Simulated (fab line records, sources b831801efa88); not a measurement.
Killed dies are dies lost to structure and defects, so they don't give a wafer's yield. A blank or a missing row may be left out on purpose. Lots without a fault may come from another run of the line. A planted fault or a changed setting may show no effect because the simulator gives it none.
Split-lot experiment | flow sfq_line | 5 lots, 23 wafers read, on a route of 325 steps

THE SPLIT
At SFQ_TRILAYER_M5_LITHO_PEB_126 (peb time 60 s), the setting peb_temp_c was moved away from the recipe's 115 C on 10 of the 23 wafers read, by -3.0% to -0.8%. The other wafers ran this setting at the recipe's value.

FROM THE SPLIT TO THE READING: what the file shows between them, 1 step
- SFQ_TRILAYER_M5_LITHO_DEVELOP_125: time 60 s

THE READING
M5.cd_nm (the simulator's own value, which no gauge read), in nm, at SFQ_TRILAYER_M5_BARC_OPEN_METAL_ETCH_161 (etches BARC in O2, target depth 125 nm, time 41.7 s). The file gives no usual value for it. The 13 wafers here that ran the recipe average 699.6 nm, standard deviation 1.8 nm.

wafer  | tool, chamber at the split | peb_temp_c as run, C | against the recipe | M5.cd_nm, nm | against lot-mates on the recipe
L074.1 | litho_track-01, 0          | 115                  | recipe             | 701.7        | -
L074.2 | litho_track-01, 0          | 112.8                | -1.9%              | 746.4        | +44.3
L074.3 | litho_track-01, 0          | 115                  | recipe             | 701.1        | -
L074.5 | litho_track-01, 0          | 112.8                | -1.9%              | 746.5        | +44.4
L074.6 | litho_track-01, 0          | 115                  | recipe             | 703.5        | -
L075.1 | litho_track-03, 0          | 115                  | recipe             | 700.3        | -
L075.2 | litho_track-03, 0          | 115                  | recipe             | 699.2        | -
L075.3 | litho_track-03, 0          | 114.1                | -0.8%              | 719.3        | +19.5
L075.5 | litho_track-03, 0          | 114.1                | -0.8%              | 717.8        | +18.0
L075.6 | litho_track-03, 0          | 114.1                | -0.8%              | 718.6        | +18.9
L078.1 | litho_track-01, 0          | 115                  | recipe             | 698.5        | -
L078.2 | litho_track-01, 0          | 112.3                | -2.3%              | 754.3        | +55.6
L078.3 | litho_track-01, 0          | 112.3                | -2.3%              | 755.2        | +56.6
L078.4 | litho_track-01, 0          | 112.3                | -2.3%              | 754.1        | +55.5
L078.5 | litho_track-01, 0          | 115                  | recipe             | 698.8        | -
L079.2 | litho_track-01, 0          | 115                  | recipe             | 696.8        | -
L079.4 | litho_track-01, 0          | 115                  | recipe             | 699.4        | -
L079.6 | litho_track-01, 0          | 115                  | recipe             | 697          | -
L082.2 | litho_track-01, 0          | 115                  | recipe             | 697.7        | -
L082.3 | litho_track-01, 0          | 115                  | recipe             | 700.6        | -
L082.4 | litho_track-01, 0          | 111.5                | -3.0%              | 773.2        | +73.8
L082.5 | litho_track-01, 0          | 115                  | recipe             | 700          | -
L082.6 | litho_track-01, 0          | 111.5                | -3.0%              | 774.2        | +74.8

THE FIT
A straight line over all 23 wafers: M5.cd_nm changes by -24 nm for each +1% of peb_temp_c; r = -1.00; the points scatter about the line by 1.6 nm.
The same after taking each lot's own level away (the mean of its wafers on the recipe; 23 wafers): -24 nm for each +1%; r = -1.00; scatter 1.1 nm.
On that fit, the largest move of peb_temp_c shifts the reading by 73 nm.
The lots' own levels span 697.73 to 702.10 nm, that is 2.4 times the standard deviation above.
So the lot-to-lot level changes the slope little: the two slopes agree.
Check: with one of the wafers moved furthest among these (-3.0%) left out of the fit, the line predicts +72.7 nm for it against its lot-mates. It came out at +73.8 nm against them.

THE FILE'S OWN FIT
M5.cd_nm changes by -24 nm for each +1% of peb_temp_c, r = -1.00.
